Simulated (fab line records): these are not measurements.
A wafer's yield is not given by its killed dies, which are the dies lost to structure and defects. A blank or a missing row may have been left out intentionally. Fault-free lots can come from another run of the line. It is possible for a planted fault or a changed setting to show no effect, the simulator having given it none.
Comparing a struck lot with a sound one    flow sky130    14 out of 708 route steps
Sound: the wafers L964.1, L964.3, L964.6. Struck: wafers L967.4, L967.5, L967.6. The cause is given at the end.
Each step with rows lists, per side, the tool, then ch with its chambers, then its first start. Under that, the readings that differ: sound wafers    struck wafers    difference of the means    sigmas: that difference in standard deviations of wafers without a fault.
alike: same words and numbers on both sides, and readings whose means sit less than 2 such deviations apart. not compared: any withheld reading, any reading some wafer has no value for, any bound like >300 that may hide the same value, and any number with overlapping values for which the record gives no deviation.
Wherever a step has rows on one side only, a row that says differs or no value, or a row with sigmas, the two part there. When numbers do not overlap yet have no deviation, they are printed without sigmas and do not part them. A reading that every wafer of one side lacks parts them only if that side has two wafers or more.

first, 1 step without rows for these wafers: SKY_VT_ADJUST_NCORE_DEVELOP_06 (develop time 60 s).
SKY_VT_ADJUST_NCORE_CD_MEAS_07: the cd target is 380 nm.
  sound: cd sem-01 at day 10 23:00; struck: cd sem-01 at day 12 04:35
  alike: cd nm
SKY_VT_ADJUST_NCORE_OVL_MEAS_08:
  sound: overlay-01 at day 10 23:07; struck: overlay-02 at day 12 04:40
  alike: VT_ADJUST_NCORE_OVL
next, for these wafers, 1 step has no rows: SKY_VT_ADJUST_NCORE_IMPLANT_09.
SKY_VT_ADJUST_NCORE_STRIP_10: strips in O2/N2.
  sound on plasma asher-01 ch 0,1, day 10 23:18; struck on plasma asher-03 ch 0,1, day 12 04:52
  alike: drypump motor current A, oes product au, strip time to endpoint s
  not compared: rf hours counter h
SKY_VT_ADJUST_NCORE_TW_MEAS_11:
  sound: film metro-03 at day 10 23:24; struck: film metro-02 at day 12 04:58
  alike: VT_ADJUST_NCORE_TW
then, 6 steps without rows for these wafers: SKY_VT_ADJUST_HVTR_DEHYDRATE_00 (time 60 s); SKY_VT_ADJUST_HVTR_HMDS_01 (prime time 60 s); SKY_VT_ADJUST_HVTR_COAT_02 (resist thk 1140 nm); SKY_VT_ADJUST_HVTR_SOFTBAKE_03 (time 60 s); SKY_VT_ADJUST_HVTR_EXPOSE_04 (exposes mask HVTRM, target cd 380 nm); SKY_VT_ADJUST_HVTR_PEB_05.
SKY_VT_ADJUST_HVTR_DEVELOP_06: develop time 60 s.
  sound on litho track-02 ch 0, day 11 23:26; struck on litho track-01, day 13 06:10
  no value came back on the struck wafers for chill plate temp C (C), develop time s (s); on the sound wafers chill plate temp C (C) reads 22.92 23.00 23.01
SKY_VT_ADJUST_HVTR_CD_MEAS_07: the cd target is 380 nm.
  sound: cd sem-02 at day 11 23:35; struck: cd sem-01 at day 13 06:19
reading     sound              struck  difference                     sigmas
cd nm (nm)  379.3 380.0 382.3  - - -   no value on the struck wafers  

WHERE THEY PART
Last at SKY_VT_ADJUST_HVTR_CD_MEAS_07 as far as this record goes, first at SKY_VT_ADJUST_HVTR_DEVELOP_06.

WHY: the cause the simulator had injected
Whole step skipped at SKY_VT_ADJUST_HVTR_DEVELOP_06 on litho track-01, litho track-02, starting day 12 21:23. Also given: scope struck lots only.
